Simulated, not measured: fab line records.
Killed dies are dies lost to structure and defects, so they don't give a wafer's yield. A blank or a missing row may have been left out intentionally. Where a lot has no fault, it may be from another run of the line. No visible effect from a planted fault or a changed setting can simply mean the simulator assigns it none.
fab line records | flow sky130
record: lots: 7 | wafers: 19 | last-day: 52
route steps=708 shown POLY_GATE@219
lots untouched by any fault: they come from a run of this same line in which no faults occurred
start-h: hours from the record's opening day to when the first of the lot's shown wafers began | wait-h: hours since the lot's step before | " unchanged from the row above | L1.1+2: several wafers, shown together as one row | - no value, or no start given | * or withheld: withheld | < > ~ a bound
route shown NAME@n: NAME is a module with steps in the file, n the number in the route of the first one | usual: mean and standard deviation over wafers with no fault | same: alike in all rows | chamber/n: place in a boat | sites: the reading at each site | _std_site: the values' standard deviation | _edge_site: the outer-site mean with the inner-site mean subtracted | radius-mm: how far each site lies from the wafer's centre | mask NAME#n: copy n | behind: the tool/chamber that last shaped the wafer | hold: what put the lot on hold/how long, in hours/how the hold closed | device: the transistor (n, p or np) that didn't switch | end of line: tests run on the same wafers once the route is complete | step lacking rows: just its recipe | killed: dies lost to structure and defects at the first sort, not the wafer's yield | map: dies across one wafer; x = killed, . = not, _ = none there
set.NAME: the run value of the setting; set.NAME@STEP: its run value at that earlier step | model.NAME: the simulator's own value behind a step, which no gauge read
lots at selected steps of the route; one table per step, one row per wafer
services: when a tool's chamber went out of use (start-h, in hours from the record's first day, below 0 if earlier), for how many hours, and the reason
== steps ==
step: SKY_POLY_GATE_DEHYDRATE_05
recipe: temp-c: 200 | time-s: 60
step: SKY_POLY_GATE_HMDS_06
recipe: prime-time-s: 60 | prime-temp-c: 120
step: SKY_POLY_GATE_COAT_07
recipe: resist: BARC | temp-c: withheld | time-s: withheld | spin-rpm: 3000 | resist-thk-nm: 110
step: SKY_POLY_GATE_COAT_08
recipe: resist: KrF-thick | spin-rpm: 3000 | resist-thk-nm: 450
step: SKY_POLY_GATE_SOFTBAKE_09
recipe: temp-c: 100 | time-s: 90 | resist: KrF-thick
step: SKY_POLY_GATE_EXPOSE_10
recipe: mask-id: P1M | na: 0.68 | source-shape: conventional | sigma-outer: 0.6 | target-cd-nm: 150 | dose-mj: 28
step: SKY_POLY_GATE_PEB_11
recipe: peb-temp-c: withheld | peb-time-s: withheld | resist: KrF-thick
step: SKY_POLY_GATE_DEVELOP_12
recipe: develop-time-s: 60 | resist: KrF-thick | dev-temp-c: 21
step: SKY_POLY_GATE_CD_MEAS_13
recipe: target-cd-nm: 150
usual: cd-nm: 150.1/0.95
lot.wafer | tool      | chamber | start-h | wait-h | cd-nm
L123.1    | cd-sem-01 | -       | 426.97  | -      | 151.2
L123.3    | "         | -       | "       | "      | 150.2
L123.5    | "         | -       | "       | "      | 149.4
L131.1    | cd-sem-01 | -       | 439.10  | -      | 150.5
L131.3    | "         | -       | "       | "      | 150.5
L131.5    | "         | -       | "       | "      | 150.3
L138.4    | cd-sem-02 | -       | 598.62  | -      | 151.6
L138.6    | "         | -       | "       | "      | 151.7
L137.3    | cd-sem-02 | -       | 602.76  | -      | 150.5
L137.5    | "         | -       | "       | "      | 149.7
L137.6    | "         | -       | "       | "      | 148.6
L139.2    | cd-sem-01 | -       | 603.09  | -      | 149.9
L139.4    | "         | -       | "       | "      | 150.0
L139.6    | "         | -       | "       | "      | 150.8
L135.4    | cd-sem-02 | -       | 604.80  | -      | 149.2
L135.6    | "         | -       | "       | "      | 150.5
L140.1    | cd-sem-01 | -       | 609.17  | -      | 149.2
L140.2    | "         | -       | "       | "      | 147.9
L140.3    | "         | -       | "       | "      | 149.1
step: SKY_POLY_GATE_OVL_MEAS_14
usual: POLY_GATE_OVL: 1/6.1
lot.wafer | tool       | chamber | start-h | wait-h | POLY_GATE_OVL[nm]
L123.1    | overlay-01 | -       | 427.09  | 0.1    | -3
L123.3    | "          | -       | "       | "      | 3
L123.5    | "          | -       | "       | "      | 2
L131.1    | overlay-02 | -       | 439.22  | 0.1    | 0
L131.3    | "          | -       | "       | "      | 2
L131.5    | "          | -       | "       | "      | 1
L138.4    | overlay-02 | -       | 598.69  | 0.1    | 11
L138.6    | "          | -       | "       | "      | 14
L137.3    | overlay-02 | -       | 602.85  | 0.1    | 12
L137.5    | "          | -       | "       | "      | 15
L137.6    | "          | -       | "       | "      | 4
L139.2    | overlay-01 | -       | 603.20  | 0.1    | 5
L139.4    | "          | -       | "       | "      | 2
L139.6    | "          | -       | "       | "      | 0
L135.4    | overlay-02 | -       | 604.88  | 0.1    | 4
L135.6    | "          | -       | "       | "      | 2
L140.1    | overlay-02 | -       | 609.29  | 0.1    | -6
L140.2    | "          | -       | "       | "      | -2
L140.3    | "          | -       | "       | "      | -7
step: SKY_POLY_GATE_ETCH_15
recipe: chemistry: N2/H2 | target: BARC | ion-energy-ev: 200 | source-w: 500 | bias-w: 100 | pressure-mtorr: 30 | n2-flow-sccm: 100 | h2-flow-sccm: 200 | stop-on: SiO2 | time-s: 118.5 | target-depth-a: 1100
usual: drypump-motor-current-A: 5.8/0.59 | oes-product-au: 0.716/0.0046 | throttle-valve-pct: 13.212/0.0085
lot.wafer | tool        | chamber | start-h | wait-h | drypump-motor-current-A | oes-product-au | rf-hours-counter-h | throttle-valve-pct
L123.1    | rie-diel-03 | 2       | 427.13  | 0.0    | 5.0                     | 0.720          | 75                 | 13.216
L123.3    | "           | 1       | "       | "      | 6.5                     | 0.719          | 2                  | 13.210
L123.5    | "           | 2       | "       | "      | 4.9                     | 0.721          | -                  | 13.213
L131.1    | rie-diel-03 | 2       | 439.25  | 0.0    | 4.9                     | 0.720          | 76                 | 13.217
L131.3    | "           | 3       | "       | "      | 6.3                     | 0.715          | 12                 | 13.212
L131.5    | "           | 2       | "       | "      | 4.9                     | 0.716          | -                  | 13.222
L138.4    | rie-diel-01 | 2       | 598.71  | 0.0    | 5.5                     | 0.722          | 9                  | 13.222
L138.6    | "           | 3       | "       | "      | 5.0                     | 0.718          | -                  | 13.217
L137.3    | rie-diel-04 | 0       | 602.88  | 0.0    | 5.7                     | 0.715          | 24                 | 13.199
L137.5    | "           | 2       | "       | "      | 6.6                     | 0.717          | -                  | 13.206
L137.6    | "           | 1       | "       | "      | 6.7                     | 0.718          | -                  | 13.199
L139.2    | rie-diel-01 | 3       | 603.23  | 0.0    | 5.0                     | 0.706          | 3                  | 13.210
L139.4    | "           | 2       | "       | "      | 5.5                     | 0.722          | 9                  | 13.211
L139.6    | "           | 3       | "       | "      | 5.0                     | 0.713          | -                  | 13.212
L135.4    | rie-diel-03 | 3       | 604.90  | 0.0    | 6.3                     | 0.707          | 15                 | 13.211
L135.6    | "           | 0       | "       | "      | 5.3                     | 0.715          | -                  | 13.212
L140.1    | rie-diel-01 | 3       | 609.33  | 0.0    | 5.0                     | 0.714          | 3                  | 13.226
L140.2    | "           | 0       | "       | "      | 5.2                     | 0.715          | 4                  | 13.211
L140.3    | "           | 1       | "       | "      | 5.8                     | 0.721          | 15                 | 13.209
step: SKY_POLY_GATE_ETCH_16
recipe: stop-on: poly-Si | chemistry: CH3F/O2 | target: Si3N4 | source-w: 400 | bias-w: 80 | pressure-mtorr: 25 | ch3f-flow-sccm: 40 | O2_flow_sccm: 30 | time-s: 147.5 | target-depth-a: 750
usual: drypump-motor-current-A: 5.8/0.59 | oes-product-au: 0.638/0.0054 | throttle-valve-pct: 10.534/0.0096
lot.wafer | tool        | chamber | start-h | wait-h | drypump-motor-current-A | oes-product-au | rf-hours-counter-h | throttle-valve-pct
L123.1    | rie-diel-03 | 2       | 427.21  | 0.0    | 4.9                     | 0.632          | 75                 | 10.523
L123.3    | "           | 1       | "       | "      | 6.5                     | 0.634          | 2                  | 10.547
L123.5    | "           | 2       | "       | "      | 4.9                     | 0.638          | -                  | 10.537
L131.1    | rie-diel-03 | 2       | 439.33  | 0.0    | 4.9                     | 0.642          | 76                 | 10.527
L131.3    | "           | 3       | "       | "      | 6.3                     | 0.634          | 12                 | 10.530
L131.5    | "           | 2       | "       | "      | 4.9                     | 0.637          | -                  | 10.519
L138.4    | rie-diel-01 | 2       | 598.80  | 0.0    | 5.5                     | 0.641          | 9                  | 10.540
L138.6    | "           | 3       | "       | "      | 5.0                     | 0.644          | -                  | 10.535
L137.3    | rie-diel-04 | 0       | 602.96  | 0.0    | 5.7                     | 0.642          | 25                 | 10.535
L137.5    | "           | 2       | "       | "      | 6.6                     | 0.637          | -                  | 10.527
L137.6    | "           | 1       | "       | "      | 6.7                     | 0.632          | -                  | 10.546
L139.2    | rie-diel-01 | 3       | 603.31  | 0.0    | 5.0                     | 0.640          | 3                  | 10.524
L139.4    | "           | 2       | "       | "      | 5.4                     | 0.632          | 9                  | 10.520
L139.6    | "           | 3       | "       | "      | 5.0                     | 0.630          | -                  | 10.537
L135.4    | rie-diel-03 | 3       | 604.98  | 0.0    | 6.3                     | 0.647          | 15                 | 10.518
L135.6    | "           | 0       | "       | "      | 5.3                     | 0.633          | -                  | 10.517
L140.1    | rie-diel-01 | 3       | 609.41  | 0.0    | 5.0                     | 0.640          | 3                  | 10.541
L140.2    | "           | 0       | "       | "      | 5.2                     | 0.639          | 4                  | 10.529
L140.3    | "           | 1       | "       | "      | 5.8                     | 0.634          | 15                 | 10.534
step: SKY_POLY_GATE_ETCH_17
recipe: target-depth-nm: 180 | stop-on: SiO2 | over-etch-frac: 0.56667 | chemistry: HBr/Cl2 | target: poly-Si | icp-w: 400 | bias-w: 100 | pressure-mtorr: 10 | HBr_flow_sccm: 150 | Cl2_flow_sccm: 50 | time-s: 70.5
usual: drypump-motor-current-A: 5.9/0.3 | oes-product-au: 0.979/0.0088 | throttle-valve-pct: 33.684/0.0093
lot.wafer | tool      | chamber | start-h | wait-h | drypump-motor-current-A | oes-product-au | rf-hours-counter-h | throttle-valve-pct | model.etch.depth-nm | model.POLY_GATE.feature-depth-nm | model.KrF-thick_of_POLY_GATE_COAT_08.thk-nm
L123.1    | rie-si-01 | 1       | 427.31  | 0.0    | 6.2                     | 0.980          | 3                  | 33.696             | 178.2               | 178.2                            | 142.6
L123.3    | "         | 2       | "       | "      | 5.5                     | 0.978          | 3                  | 33.689             | 175.9               | 175.9                            | 142.2
L123.5    | "         | 0       | "       | "      | 6.0                     | 0.971          | -                  | 33.688             | 176.6               | 176.6                            | 140.4
L131.1    | rie-si-02 | 2       | 439.43  | 0.0    | 6.3                     | 0.987          | 1                  | 33.662             | 178.7               | 178.7                            | 136.8
L131.3    | "         | 3       | "       | "      | 5.9                     | 0.986          | -                  | 33.684             | 180.4               | 180.4                            | 142.9
L131.5    | "         | 2       | "       | "      | 6.3                     | 0.998          | -                  | 33.692             | 178.6               | 178.6                            | 138.1
L138.4    | rie-si-01 | 1       | 598.89  | 0.0    | 6.2                     | 0.820          | 4                  | 33.684             | 136.7               | 136.7                            | 162.5
L138.6    | "         | 3       | "       | "      | 6.2                     | 0.824          | -                  | 33.673             | 137.3               | 137.3                            | 166.5
L137.3    | rie-si-01 | 2       | 603.06  | 0.0    | 5.5                     | 0.980          | 4                  | 33.685             | 176.7               | 176.7                            | 146.1
L137.5    | "         | 1       | "       | "      | 6.2                     | 0.982          | -                  | 33.695             | 177.5               | 177.5                            | 135.8
L137.6    | "         | 2       | "       | "      | 5.5                     | 0.826          | -                  | 33.683             | 137                 | 137                              | 152.8
L139.2    | rie-si-02 | 0       | 603.41  | 0.0    | 5.6                     | 0.971          | 2                  | 33.683             | 173.2               | 173.2                            | 147.2
L139.4    | "         | 3       | "       | "      | 5.9                     | 0.983          | 23                 | 33.670             | 180.1               | 180.1                            | 137.7
L139.6    | "         | 2       | "       | "      | 6.3                     | 0.982          | -                  | 33.697             | 181.1               | 181.1                            | 141.5
L135.4    | rie-si-01 | 3       | 605.08  | 0.0    | 6.2                     | 0.821          | 3                  | 33.687             | 136.6               | 136.6                            | 163.6
L135.6    | "         | 3       | "       | "      | 6.2                     | 0.828          | -                  | 33.682             | 136.6               | 136.6                            | 164.4
L140.1    | rie-si-02 | 1       | 609.51  | 0.0    | 5.5                     | 0.966          | 5                  | 33.673             | 177.4               | 177.4                            | 143.6
L140.2    | "         | 0       | "       | "      | 5.6                     | 0.972          | 2                  | 33.694             | 173.2               | 173.2                            | 145.2
L140.3    | "         | 3       | "       | "      | 5.9                     | 0.978          | 23                 | 33.695             | 177.5               | 177.5                            | 132.1
step: SKY_POLY_GATE_STRIP_18
recipe: chemistry: O2/N2 | power-w: 1400 | pressure-mtorr: 1500 | platen-temp-c: withheld | o2-flow-sccm: 3000 | n2-flow-sccm: 300 | overash-fraction: 0.5
usual: drypump-motor-current-A: 5.80/0.054 | oes-product-au: 0.362/0.0049 | strip-time-to-endpoint-s: 3.19/0.055
lot.wafer | tool            | chamber | start-h | wait-h | drypump-motor-current-A | oes-product-au | rf-hours-counter-h | strip-time-to-endpoint-s
L123.1    | plasma-asher-02 | 1       | 427.37  | 0.0    | 5.77                    | 0.354          | 73                 | 3.21
L123.3    | "               | 1       | "       | "      | 5.79                    | 0.362          | -                  | 3.20
L123.5    | "               | 1       | "       | "      | 5.77                    | 0.359          | -                  | 3.18
L131.1    | plasma-asher-04 | 0       | 439.52  | 0.1    | 5.80                    | 0.364          | 30                 | 3.15
L131.3    | "               | 1       | "       | "      | 5.82                    | 0.361          | -                  | 3.21
L131.5    | "               | 1       | "       | "      | 5.78                    | 0.356          | -                  | 3.16
L138.4    | plasma-asher-01 | 0       | 598.98  | 0.1    | 5.94                    | 0.361          | -                  | 3.43
L138.6    | "               | 0       | "       | "      | 5.93                    | 0.374          | -                  | 3.46
L137.3    | plasma-asher-01 | 0       | 603.15  | 0.1    | 5.93                    | 0.370          | -                  | 3.26
L137.5    | "               | 1       | "       | "      | 5.75                    | 0.364          | -                  | 3.13
L137.6    | "               | 0       | "       | "      | 5.91                    | 0.371          | -                  | 3.31
L139.2    | plasma-asher-04 | 1       | 603.46  | 0.0    | 5.78                    | 0.367          | 46                 | 3.23
L139.4    | "               | 1       | "       | "      | 5.72                    | 0.360          | -                  | 3.14
L139.6    | "               | 0       | "       | "      | 5.81                    | 0.367          | -                  | 3.18
L135.4    | plasma-asher-04 | 1       | 605.17  | 0.1    | 5.82                    | 0.380          | -                  | 3.43
L135.6    | "               | 1       | "       | "      | 5.82                    | 0.382          | -                  | 3.43
L140.1    | plasma-asher-04 | 0       | 609.56  | 0.0    | 5.80                    | 0.360          | 46                 | 3.22
L140.2    | "               | 1       | "       | "      | 5.85                    | 0.362          | 46                 | 3.25
L140.3    | "               | 1       | "       | "      | 5.79                    | 0.362          | -                  | 3.08
step: SKY_POLY_GATE_CLEAN_19
recipe: chemistry: SC1/SC2 | mix: 1:4:20 | temp-c: 70 | time-s: 150 | dry: n2-spin
== services ==
tool            | chamber | start-h | hours | kind
rie-diel-04     | 3       | 406.04  | 24.0  | repair
rie-diel-04     | 2       | 411.16  | 4.9   | repair
rie-diel-04     | -       | 411.20  | 14.6  | pm
plasma-asher-01 | -       | 421.25  | 9.0   | pm
rie-diel-01     | 3       | 422.23  | -     | clean
rie-diel-01     | 3       | 422.23  | 16.3  | scheduled-down
rie-diel-01     | 3       | 422.23  | 16.3  | vent-cycle
rie-si-02       | 1       | 435.78  | 11.7  | repair
rie-diel-01     | -       | 437.59  | 1.0   | repair
rie-si-02       | 0       | 438.75  | 7.0   | repair
rie-diel-04     | 1       | 457.20  | 9.7   | repair
plasma-asher-02 | -       | 461.82  | 1.2   | repair
plasma-asher-04 | -       | 480.39  | 2.8   | pm
plasma-asher-04 | -       | 485.57  | 3.0   | repair
plasma-asher-01 | -       | 493.92  | 2.3   | repair
rie-si-02       | -       | 507.80  | 2.8   | pm
rie-diel-03     | 3       | 515.39  | 4.1   | repair
rie-diel-03     | 2       | 515.93  | 7.3   | repair
plasma-asher-01 | -       | 516.65  | 1.2   | repair
plasma-asher-02 | -       | 528.37  | 0.6   | repair
rie-diel-03     | -       | 557.58  | 14.6  | pm
rie-diel-01     | 2       | 562.10  | 4.1   | repair
rie-diel-04     | -       | 569.21  | 2.8   | pm
rie-diel-03     | 2       | 574.98  | -     | clean
== key ==
first-sign: step: SKY_POLY_GATE_ETCH_17 | reading: oes-product-au | direction: down | sigmas: 18 | usual: 0.979 | struck: 0.824
effect: step: SKY_POLY_GATE_STRIP_18 | reading: strip-time-to-endpoint-s | direction: up | sigmas: 4.2 | usual: * | struck: *
model-effect: step: SKY_POLY_GATE_ETCH_17 | value: etch.depth-nm | without: 176.2 | struck: 136.8
met-at SKY_POLY_GATE_ETCH_17
struck-wafers L135.4,L135.6,L137.6,L138.4,L138.6
later-rows-left-out L135.4,L135.6,L137.6,L138.4,L138.6
sort-left-out L135.4,L135.6,L137.6,L138.4,L138.6
tester-left-out L135,L137,L138
onset-between 427.31 598.89
fault: kind: process-parameter-drift | tool: rie-si-01 | chamber: - | onset-h: 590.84 | steps: SKY_POLY_GATE_ETCH_17 | channel: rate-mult | offset: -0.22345 | shape: step | end-h: 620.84 | scope: struck-wafers-only
tester-left-out: of these lots the tester's yield and bins aren't shown, on N5 and GAA mostly nor the transistor test; their killed dies are dies lost to structure and defects alone, not to doping, threshold or leakage, so they don't give the yield
sort-left-out: the simulated sort isn't trusted on such a fault, so these wafers' sort isn't shown, and their yield isn't known
later-rows-left-out: the simulator's readings of these wafers behind a module that went badly wrong aren't trusted and aren't shown, but for the sort
